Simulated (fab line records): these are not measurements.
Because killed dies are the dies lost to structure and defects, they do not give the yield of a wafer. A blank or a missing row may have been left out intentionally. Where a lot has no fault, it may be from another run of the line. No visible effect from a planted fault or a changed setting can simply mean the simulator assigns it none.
Which tool did it? | flow gf180mcu | 14 lots, 42 wafers sampled, at 7 steps of a route of 602

== WHAT THE GAUGES READ, wafer by wafer ==
GF_STI_BOW_MEAS_00. Usual: INCOMING_BOW typically reads 0 um, with standard deviation 6.8.
lot  | measured    | on            | INCOMING_BOW (um) | flag
L796 | day 1 10:01 | film metro-04 | -8 -3 -3          |
L797 | day 1 15:01 | film metro-01 | -19 3 -7          |
L798 | day 1 20:00 | film metro-01 | 12 6 3            |
L799 | day 2 01:01 | film metro-01 | 3 5 -13           |
L801 | day 2 11:02 | film metro-01 | -7 2 3            |
L805 | day 3 07:00 | film metro-03 | 3 2 -1            |
L807 | day 3 17:00 | film metro-01 | 3 2 4             |
L809 | day 4 03:01 | film metro-04 | 11 11 10          |
L811 | day 4 13:01 | film metro-04 | 2 -5 -13          |
L812 | day 4 18:00 | film metro-01 | 2 -5 -4           |
L813 | day 4 23:00 | film metro-01 | 0 7 -1            |
L814 | day 5 04:01 | film metro-03 | 1 0 -17           |
L815 | day 5 09:00 | film metro-03 | -2 4 -6           |
L819 | day 6 05:00 | film metro-03 | 8 -10 -2          |

GF_STI_THK_MEAS_22. Usual: STI_OXIDATION_01_THK typically reads 15.0 nm, with standard deviation 0.35.
lot  | measured    | on            | STI_OXIDATION_01_THK (nm) | flag
L796 | day 2 06:31 | film metro-01 | 15.1 15.1 14.9            |
L797 | day 2 12:11 | film metro-03 | 15.5 15.5 15.4            |
L798 | day 2 16:23 | film metro-01 | 14.9 15.1 14.9            |
L799 | day 2 19:56 | film metro-04 | 14.7 14.8 15.1            |
L801 | day 3 05:08 | film metro-04 | 14.3 14.7 14.6            |
L805 | day 4 01:41 | film metro-03 | 15.4 15.3 15.2            |
L807 | day 4 10:36 | film metro-03 | 14.5 14.7 14.6            |
L809 | day 4 23:33 | film metro-03 | 15.1 15.1 15.3            |
L811 | day 5 08:03 | film metro-03 | 14.4 14.5 14.6            |
L812 | day 5 13:56 | film metro-03 | 15.2 15.2 15.3            |
L813 | day 5 18:48 | film metro-04 | 14.6 14.8 14.5            |
L814 | day 5 23:43 | film metro-04 | 14.9 14.8 14.9            |
L815 | day 6 05:02 | film metro-04 | 15.2 14.7 14.9            |
L819 | day 7 01:08 | film metro-01 | 15.7 15.4 15.7            |

GF_LVPWELL_OVL_MEAS_07. Usual: LVPWELL_OVL typically reads 0.2 nm, with standard deviation 1.1.
lot  | measured    | on         | LVPWELL_OVL (nm) | flag
L796 | day 4 00:27 | overlay-02 | -3.4 -1.1 -1.2   |
L797 | day 4 06:59 | overlay-02 | -1.5 -0.5 0.1    |
L798 | day 4 09:09 | overlay-01 | 0.3 1.2 0.1      |
L799 | day 4 13:27 | overlay-01 | -0.1 0.0 -0.4    |
L801 | day 4 23:34 | overlay-02 | -1.2 -0.6 -0.5   |
L805 | day 5 23:06 | overlay-02 | 0.7 1.8 1.7      |
L807 | day 6 08:32 | overlay-02 | -0.7 -2.2 -0.8   |
L809 | day 6 21:57 | overlay-02 | 0.6 -0.5 1.2     |
L811 | day 7 06:56 | overlay-02 | 1.4 0.4 1.8      |
L812 | day 7 14:32 | overlay-02 | 1.0 0.9 -0.1     |
L813 | day 7 19:47 | overlay-01 | - - -            | OFF
L814 | day 8 00:36 | overlay-02 | - - -            | OFF
L815 | day 8 06:56 | overlay-01 | -0.5 0.9 0.0     |
L819 | day 9 04:41 | overlay-02 | 1.1 0.1 -1.3     |

GF_MVSD_TW_MEAS_11. Usual: MVSD_TW typically reads 1585, with standard deviation 9.6.
lot  | measured    | on            | MVSD_TW        | flag
L796 | day 4 14:53 | film metro-01 | 1571 1571 1583 |
L797 | day 4 21:56 | film metro-02 | 1599 1593 1592 |
L798 | day 4 23:32 | film metro-01 | 1575 1580 1573 |
L799 | day 5 04:14 | film metro-01 | 1582 1578 1575 |
L801 | day 5 14:17 | film metro-02 | 1601 1600 1603 |
L805 | day 6 14:01 | film metro-03 | 1602 1591 1591 |
L807 | day 7 00:07 | film metro-03 | 1603 1596 1592 |
L809 | day 7 14:23 | film metro-03 | 1598 1592 1591 |
L811 | day 8 00:18 | film metro-01 | 1580 1578 1590 |
L812 | day 8 07:35 | film metro-03 | 1588 1585 1594 |
L813 | day 8 11:37 | film metro-01 | 1606 1596 1598 |
L814 | day 8 17:29 | film metro-02 | 1619 1627 1610 | OFF
L815 | day 9 00:28 | film metro-03 | 1578 1579 1581 |
L819 | day 9 22:23 | film metro-03 | 1590 1588 1583 |

GF_MVPSD_TW_MEAS_11. Usual: MVPSD_TW typically reads 556, with standard deviation 4.6.
lot  | measured     | on            | MVPSD_TW    | flag
L796 | day 5 04:59  | film metro-02 | 563 562 564 |
L797 | day 5 12:20  | film metro-01 | 554 554 550 |
L798 | day 5 14:00  | film metro-03 | 557 556 558 |
L799 | day 5 18:44  | film metro-02 | 559 563 561 |
L801 | day 6 04:21  | film metro-02 | 563 565 565 |
L805 | day 7 05:53  | film metro-01 | 559 553 556 |
L807 | day 7 16:11  | film metro-01 | 553 556 552 |
L809 | day 8 06:17  | film metro-01 | 554 552 556 |
L811 | day 8 17:08  | film metro-02 | 559 561 561 |
L812 | day 9 00:49  | film metro-01 | 551 551 554 |
L813 | day 9 04:53  | film metro-02 | 702 700 703 | OFF
L814 | day 9 10:53  | film metro-01 | 690 691 689 | OFF
L815 | day 9 17:47  | film metro-01 | 552 552 549 |
L819 | day 10 16:26 | film metro-01 | 551 552 551 |

GF_HV_LDD_TW_MEAS_50. Usual: HV_LDD_4_TW typically reads 574, with standard deviation 5.2.
lot  | measured     | on            | HV_LDD_4_TW | flag
L796 | day 12 14:49 | film metro-02 | 577 578 576 |
L797 | day 12 21:28 | film metro-01 | 567 571 571 |
L798 | day 13 03:13 | film metro-02 | 572 574 576 |
L799 | day 13 08:10 | film metro-02 | 576 573 577 |
L801 | day 13 21:47 | film metro-03 | 572 572 575 |
L805 | day 15 07:10 | film metro-02 | 576 578 575 |
L807 | day 15 22:48 | film metro-02 | 578 583 581 |
L809 | day 16 16:40 | film metro-02 | 577 580 580 |
L811 | day 17 07:21 | film metro-02 | 575 577 578 |
L812 | day 17 17:44 | film metro-02 | 577 576 574 |
L813 | day 18 00:39 | film metro-01 | 565 564 564 |
L814 | day 18 04:54 | film metro-02 | 579 575 578 |
L815 | day 18 19:32 | film metro-01 | 563 560 563 |
L819 | day 20 00:39 | film metro-03 | 571 568 568 |

== EACH LOT AND THE TOOL THAT RAN IT (in order: tool; ch and the chambers of the sampled wafers; start) ==
lot  | GF_LVPWELL_COAT_02
L796 | litho track-01 ch 0, day 3 17:40
L797 | litho track-01 ch 0, day 4 00:25
L798 | litho track-04 ch 0, day 4 02:59
L799 | litho track-03 ch 0, day 4 06:16
L801 | litho track-01 ch 0, day 4 17:00
L805 | litho track-03 ch 0, day 5 15:15
L807 | litho track-01 ch 0, day 6 01:29
L809 | litho track-04 ch 0, day 6 13:55
L811 | litho track-04 ch 0, day 6 23:01
L812 | litho track-03 ch 0, day 7 06:35
L813 | litho track-04, day 7 11:41
L814 | litho track-01, day 7 16:28
L815 | litho track-04 ch 0, day 7 22:26
L819 | litho track-04 ch 0, day 8 20:38
- GF_LVPWELL_COAT_02: resist thk 3000 nm.

== WHAT THE TOOLS THEMSELVES READ (means of the sampled wafers that have a number; where no wafer has one, the mark that the record gives instead) ==
GF_LVPWELL_COAT_02. Usual: chill plate temp C 23.01 C, standard deviation 0.093; dispense pressure kPa 49 kPa, standard deviation 4.2.
lot  | tool           | chill plate temp C (C) | dispense pressure kPa (kPa) | flag
L796 | litho track-01 | 23.10                  | 55                          |
L797 | litho track-01 | 23.08                  | 55                          |
L798 | litho track-04 | 23.04                  | 46                          |
L799 | litho track-03 | 23.07                  | 47                          |
L801 | litho track-01 | 23.01                  | 55                          |
L805 | litho track-03 | 22.96                  | 47                          |
L807 | litho track-01 | 22.94                  | 55                          |
L809 | litho track-04 | 23.02                  | 46                          |
L811 | litho track-04 | 22.88                  | 46                          |
L812 | litho track-03 | 22.89                  | 47                          |
L813 | litho track-04 | -                      | -                           | OFF
L814 | litho track-01 | -                      | -                           | OFF
L815 | litho track-04 | 23.13                  | 46                          |
L819 | litho track-04 | 23.11                  | 46                          |

== THE ANSWER, worked out from the rows above alone ==
Rule: a lot counts as off when the mean over its wafers that have a number is more than 3 standard deviations away from the usual mean. A lot without any number at a reading at which 4 lots or more have one is off too. Any other lot the step has rows for is counted as sound. Order of review: gauges by route order, followed by the tools' own readings, for which a lot's mean as printed above is used. At the first step where some lot is off, the reading lying furthest off is the one used; lots without a number count as furthest.
Off: L813, L814, at GF_LVPWELL_OVL_MEAS_07 (LVPWELL_OVL). Without a number there: L813, L814.
If a tool, at a process step before that reading, ran all the lots that are off and no sound lot after the first of them, it fits. The gauges at GF_LVPWELL_OVL_MEAS_07 aren't tried: what is off there is off at GF_MVPSD_TW_MEAS_11 too, on other tools, and a gauge's error can't cause that. Of those tried, none fits.

== WHAT THE SIMULATOR HAD INSERTED ==
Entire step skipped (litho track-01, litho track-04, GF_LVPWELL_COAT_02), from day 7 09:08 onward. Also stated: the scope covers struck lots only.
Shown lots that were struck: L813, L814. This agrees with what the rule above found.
